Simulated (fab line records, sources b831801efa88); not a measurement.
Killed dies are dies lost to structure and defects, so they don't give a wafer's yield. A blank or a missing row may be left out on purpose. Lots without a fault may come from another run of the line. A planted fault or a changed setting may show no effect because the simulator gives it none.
Split-lot experiment | flow gf180mcu | 5 lots, 23 wafers read, on a route of 602 steps

THE SPLIT
At GF_PASSIVATION_CVD_00 (deposits SiO2 from TEOS, target thk 1000 nm, time 111.95 s), the setting time_s was moved away from the recipe's 111.95 s on 5 of the 23 wafers read, by -7.1% to -6.7%. The other wafers ran this setting at the recipe's value.

The file shows no step between the split and the reading.

THE READING
PASSIVATION_CVD_00_THK, in nm, at GF_PASSIVATION_THK_MEAS_01. Fault-free wafers of this fab line usually give 998 nm, standard deviation 10 nm.

wafer  | tool, chamber at the split | time_s as run, s | against the recipe | PASSIVATION_CVD_00_THK, nm | against lot-mates on the recipe
L074.2 | pecvd-02, 1                | 111.95           | recipe             | 1000                       | -
L074.3 | pecvd-02, 2                | 111.95           | recipe             | 987                        | -
L074.4 | pecvd-02, 1                | 111.95           | recipe             | 1018                       | -
L074.5 | pecvd-02, 2                | 111.95           | recipe             | 1002                       | -
L074.6 | pecvd-02, 0                | 111.95           | recipe             | 1012                       | -
L076.1 | pecvd-04, 0                | 111.95           | recipe             | 988                        | -
L076.3 | pecvd-04, 1                | 111.95           | recipe             | 985                        | -
L076.6 | pecvd-04, 1                | 111.95           | recipe             | 1009                       | -
L077.1 | pecvd-02, 1                | 111.95           | recipe             | 979                        | -
L077.2 | pecvd-02, 0                | 111.95           | recipe             | 983                        | -
L077.4 | pecvd-02, 1                | 111.95           | recipe             | 985                        | -
L077.5 | pecvd-02, 0                | 111.95           | recipe             | 1003                       | -
L077.6 | pecvd-02, 2                | 111.95           | recipe             | 993                        | -
L079.2 | pecvd-02, 0                | 111.95           | recipe             | 989                        | -
L079.3 | pecvd-02, 1                | 104.5            | -6.7%              | 916                        | -74
L079.4 | pecvd-02, 0                | 111.95           | recipe             | 996                        | -
L079.5 | pecvd-02, 1                | 111.95           | recipe             | 986                        | -
L079.6 | pecvd-02, 2                | 104.5            | -6.7%              | 935                        | -55
L083.1 | pecvd-03, 0                | 104              | -7.1%              | 936                        | -61
L083.2 | pecvd-03, 1                | 111.95           | recipe             | 986                        | -
L083.3 | pecvd-03, 2                | 104              | -7.1%              | 927                        | -70
L083.4 | pecvd-03, 1                | 104              | -7.1%              | 937                        | -60
L083.5 | pecvd-03, 2                | 111.95           | recipe             | 1008                       | -

THE FIT
A straight line over all 23 wafers: PASSIVATION_CVD_00_THK changes by +9.32 nm for each +1% of time_s; r = +0.93; the points scatter about the line by 11 nm.
The same after taking each lot's own level away (the mean of its wafers on the recipe; 23 wafers): +9.25 nm for each +1%; r = +0.95; scatter 9.4 nm.
On that fit, the largest move of time_s shifts the reading by 66 nm.
The lots' own levels span 988.6 to 1003.8 nm, that is 1.5 times the standard deviation above.
So the lot-to-lot level changes the slope little: the two slopes agree.
Check: with one of the wafers moved furthest among these (-7.1%) left out of the fit, the line predicts -67 nm for it against its lot-mates. It came out at -61 nm against them.

OTHER SPLITS ON THESE WAFERS
These wafers also went through other splits before the reading. Each is held against what the fit with the lots' levels taken away leaves over:
other split on the same wafers         | wafers away from the commonest value | r with PASSIVATION_CVD_00_THK (lot level and that fit taken away)
GF_TOP_METAL_DEVELOP_13 develop_time_s | 12                                   | -0.31

THE WHOLE CHAIN: every reading that the file lists as answering this split, in the file's order
step                       | what it does                                               | reading                                                                            | change (the file's fit)              | r (the file's)
GF_PASSIVATION_CVD_00      | deposits SiO2 from TEOS, target thk 1000 nm, time 111.95 s | SiO2_of_PASSIVATION_CVD_00.thk_nm (the simulator's own value, which no gauge read) | +9.35 nm for each +1% of the setting | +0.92
GF_PASSIVATION_THK_MEAS_01 |                                                            | PASSIVATION_CVD_00_THK                                                             | +9.34 for each +1% of the setting    | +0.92

THE FILE'S OWN FIT
PASSIVATION_CVD_00_THK changes by +9.34 nm for each +1% of time_s, r = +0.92.
